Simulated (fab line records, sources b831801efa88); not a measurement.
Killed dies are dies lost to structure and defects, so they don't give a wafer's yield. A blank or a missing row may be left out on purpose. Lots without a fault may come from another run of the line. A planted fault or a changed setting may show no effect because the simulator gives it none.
Which tool did it? | flow gf180mcu | 12 lots, 36 wafers sampled, at 5 steps of a route of 602

WHAT THE GAUGES READ, wafer by wafer
GF_V1_RS_MEAS_24: measures by four-point-probe.
lot  | measured     | on            | V1_W_RS (ohm/sq)
L776 | day 18 10:03 | film_metro-01 | 0.3246 0.3244 0.3205
L777 | day 18 19:28 | film_metro-02 | 0.3229 0.3259 0.3233
L778 | day 19 07:23 | film_metro-04 | 0.3256 0.3251 0.3303
L780 | day 20 03:43 | film_metro-04 | 0.3259 0.3276 0.3249
L781 | day 20 11:25 | film_metro-01 | 0.3232 0.3257 0.3226
L783 | day 21 02:45 | film_metro-01 | 0.3271 0.3270 0.3277
L784 | day 21 10:59 | film_metro-01 | 0.3311 0.3289 0.3299
L787 | day 22 13:43 | film_metro-01 | 0.3232 0.3208 0.3232
L790 | day 23 14:26 | film_metro-04 | 0.3339 0.3270 0.3283
L793 | day 24 16:05 | film_metro-01 | 0.3266 0.3290 0.3290
L796 | day 25 16:39 | film_metro-02 | 0.3249 0.3259 0.3235
L795 | day 25 18:58 | film_metro-04 | 0.3219 0.3205 0.3238

GF_V3_THK_MEAS_03.
lot  | measured     | on            | V3_CVD_02_THK (nm)
L776 | day 21 17:06 | film_metro-01 | 836 830 845
L777 | day 22 00:21 | film_metro-01 | 848 860 863
L778 | day 22 11:10 | film_metro-02 | 837 847 860
L780 | day 23 07:33 | film_metro-02 | 841 843 841
L781 | day 23 13:58 | film_metro-04 | 854 861 853
L783 | day 24 04:11 | film_metro-02 | 845 841 863
L784 | day 24 11:25 | film_metro-01 | 844 841 837
L787 | day 25 14:39 | film_metro-01 | 841 852 850
L790 | day 26 12:10 | film_metro-04 | 856 855 864
L793 | day 27 11:32 | film_metro-02 | 837 896 884 836 895 884
L796 | day 28 10:04 | film_metro-02 | 854 845 868
L795 | day 28 11:37 | film_metro-02 | 836 857 853

WHICH TOOL RAN EACH LOT (tool, then ch and the chambers of the sampled wafers, then the start)
lot  | GF_CONTACT_SPUTTER_22        | GF_M2_SPUTTER_02             | GF_V3_CVD_02
L776 | pvd_sputter-02, day 16 09:44 | pvd_sputter-01, day 18 10:40 | pecvd-03 ch 0,1, day 21 17:02
L777 | pvd_sputter-04, day 16 16:44 | pvd_sputter-03, day 18 20:03 | pecvd-03 ch 1,2, day 22 00:16
L778 | pvd_sputter-01, day 17 04:02 | pvd_sputter-01, day 19 07:59 | pecvd-03 ch 0,1, day 22 11:06
L780 | pvd_sputter-02, day 17 22:39 | pvd_sputter-03, day 20 04:20 | pecvd-02 ch 1,2, day 23 07:29
L781 | pvd_sputter-01, day 18 06:47 | pvd_sputter-01, day 20 12:01 | pecvd-03 ch 0,1, day 23 13:53
L783 | pvd_sputter-04, day 18 22:40 | pvd_sputter-03, day 21 03:22 | pecvd-03 ch 1,2, day 24 04:07
L784 | pvd_sputter-04, day 19 07:17 | pvd_sputter-03, day 21 11:35 | pecvd-02 ch 0,1,2, day 24 11:21
L787 | pvd_sputter-01, day 20 11:22 | pvd_sputter-01, day 22 14:20 | pecvd-03 ch 0,1,2, day 25 14:35
L790 | pvd_sputter-04, day 21 12:38 | pvd_sputter-04, day 23 15:04 | pecvd-01 ch 0,1, day 26 12:06
L793 | pvd_sputter-04, day 22 15:36 | pvd_sputter-03, day 24 16:40 | pecvd-03 ch 0,1,2, day 27 11:27
L796 | pvd_sputter-04, day 23 17:26 | pvd_sputter-04, day 25 17:16 | pecvd-02 ch 0,2, day 28 10:00
L795 | pvd_sputter-02, day 23 19:50 | pvd_sputter-03, day 25 19:34 | pecvd-01 ch 0,1, day 28 11:33
- GF_CONTACT_SPUTTER_22: material Ti, target thk 15 nm, time 80.02 s.
- GF_M2_SPUTTER_02: material AlCu, target thk 450 nm, time 23.9 s.
- GF_V3_CVD_02: deposits SiO2 from TEOS, target thk 850 nm, time 94.851 s.

WHAT THE TOOLS THEMSELVES READ (means of the sampled wafers that have a number; where no wafer has one, the mark that the record gives instead)
GF_CONTACT_SPUTTER_22.
lot  | tool           | throttle_valve_pct (%)
L776 | pvd_sputter-02 | 30.9
L777 | pvd_sputter-04 | 29.1
L778 | pvd_sputter-01 | 30.2
L780 | pvd_sputter-02 | 30.5
L781 | pvd_sputter-01 | 29.7
L783 | pvd_sputter-04 | 29.9
L784 | pvd_sputter-04 | 30.1
L787 | pvd_sputter-01 | 29.2
L790 | pvd_sputter-04 | 29.8
L793 | pvd_sputter-04 | 31.1
L796 | pvd_sputter-04 | 29.7
L795 | pvd_sputter-02 | 30.5

GF_M2_SPUTTER_02.
lot  | tool           | throttle_valve_pct (%)
L776 | pvd_sputter-01 | 29.9
L777 | pvd_sputter-03 | 29.6
L778 | pvd_sputter-01 | 30.2
L780 | pvd_sputter-03 | 30.0
L781 | pvd_sputter-01 | 29.7
L783 | pvd_sputter-03 | 28.7
L784 | pvd_sputter-03 | 29.5
L787 | pvd_sputter-01 | 29.0
L790 | pvd_sputter-04 | 29.9
L793 | pvd_sputter-03 | 29.8
L796 | pvd_sputter-04 | 29.7
L795 | pvd_sputter-03 | 29.4

GF_V3_CVD_02.
lot  | tool     | heater_power_w (W)
L776 | pecvd-03 | 705
L777 | pecvd-03 | 661
L778 | pecvd-03 | 630
L780 | pecvd-02 | 553
L781 | pecvd-03 | 657
L783 | pecvd-03 | 638
L784 | pecvd-02 | 564
L787 | pecvd-03 | 654
L790 | pecvd-01 | 887
L793 | pecvd-03 | 589
L796 | pecvd-02 | 523
L795 | pecvd-01 | 840

THE ANSWER, worked out from the rows above alone
Rule: what is usual is taken from the lots themselves. Put in order of their means at a reading, lots are off if they are a third of the lots or fewer, leave a main group of 4 or more, and stand apart from it by a gap of 3 or more times the standard deviation of the main group's means; of several such gaps the widest counts. A main group whose means are all the same, to the digits that the tables above print for the reading, isn't used. A lot without any number at a reading at which 4 lots or more have one is off too. The other lots that the step has rows for count as sound. The gauges are gone through in route order, then the tools' own readings, and for those a lot's mean is taken as printed above. The first step at which some lot is off is used, and at that step the reading that is off furthest; a lot without a number counts as furthest.
No lot is off at any reading shown: from this, nothing can be told.

WHAT THE SIMULATOR HAD PUT IN
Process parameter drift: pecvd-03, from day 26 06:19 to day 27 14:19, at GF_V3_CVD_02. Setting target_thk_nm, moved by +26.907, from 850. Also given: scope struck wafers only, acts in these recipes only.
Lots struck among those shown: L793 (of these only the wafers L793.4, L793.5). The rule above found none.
